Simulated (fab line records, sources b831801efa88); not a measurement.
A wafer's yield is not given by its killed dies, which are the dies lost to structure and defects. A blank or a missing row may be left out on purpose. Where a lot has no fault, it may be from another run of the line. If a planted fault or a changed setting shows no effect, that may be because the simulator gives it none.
Comparing a struck lot with a sound one + flow sky130 + 15 steps out of a route of 708
Sound: wafers L695.1, L695.2, L695.4. Struck: wafers L694.2, L694.4, L694.5. At the end, the cause is stated.
At each step with rows: each side's tool, then ch and its chambers, then its first start. Under that, the readings that differ: sound wafers + struck wafers + difference of the means + sigmas: that difference in standard deviations of wafers without a fault.
alike: a reading whose means differ by less than 2 such deviations, as well as words and numbers matching on both sides. not compared: withheld readings; readings where some wafer has no value; bounds like >300 that might hide an equal value; numbers whose values overlap and for which the record gives no deviation.
Wherever a step has rows on one side only, a row that says differs or no value, or a row with sigmas, the two part there. Non-overlapping numbers with no deviation appear without sigmas and do not part them. A reading missing from all wafers of one side parts the sides only when that side holds two or more wafers.

first, 3 steps without rows for these wafers: SKY_LDD_N_EXPOSE_04 (exposes mask NTM, target cd 840 nm); SKY_LDD_N_PEB_05; SKY_LDD_N_DEVELOP_06 (develop time 60 s).
SKY_LDD_N_OVL_MEAS_07:
  sound on overlay-01, day 23 19:43; struck on overlay-01, day 23 16:59
  alike: LDD_N_OVL
then, 8 steps without rows for these wafers: SKY_LDD_N_IMPLANT_08; SKY_LDD_N_IMPLANT_09; SKY_LDD_N_IMPLANT_10; SKY_LDD_N_IMPLANT_11; SKY_LDD_N_IMPLANT_12; SKY_LDD_N_IMPLANT_13; SKY_LDD_N_IMPLANT_14; SKY_LDD_N_IMPLANT_15.
SKY_LDD_N_STRIP_16: strips in O2/N2.
  sound on plasma-asher-01 ch 0,1, day 23 20:57; struck on plasma-asher-03 ch 1, day 23 18:13
| reading          | sound       | struck      | difference | sigmas |
|------------------|-------------|-------------|------------|--------|
| overash-fraction | 0.5 0.5 0.5 | 0.7 0.7 0.7 | +0.2       |        |
  alike: drypump-motor-current-A, o2-flow-sccm, oes-product-au, strip-time-to-endpoint-s
  not compared: rf-hours-counter-h
SKY_LDD_N_TW_MEAS_17:
  sound on film-metro-03, day 23 21:03; struck on film-metro-04, day 23 18:20
  alike: LDD_N_TW
SKY_PAD_OPEN_PROBE_99:
  the record has rows for the sound wafers here (prober-02, day 49 23:50) and none for the struck ones

## WHERE THEY PART
Only at SKY_PAD_OPEN_PROBE_99, within this record.

WHY: what had been put in by the simulator
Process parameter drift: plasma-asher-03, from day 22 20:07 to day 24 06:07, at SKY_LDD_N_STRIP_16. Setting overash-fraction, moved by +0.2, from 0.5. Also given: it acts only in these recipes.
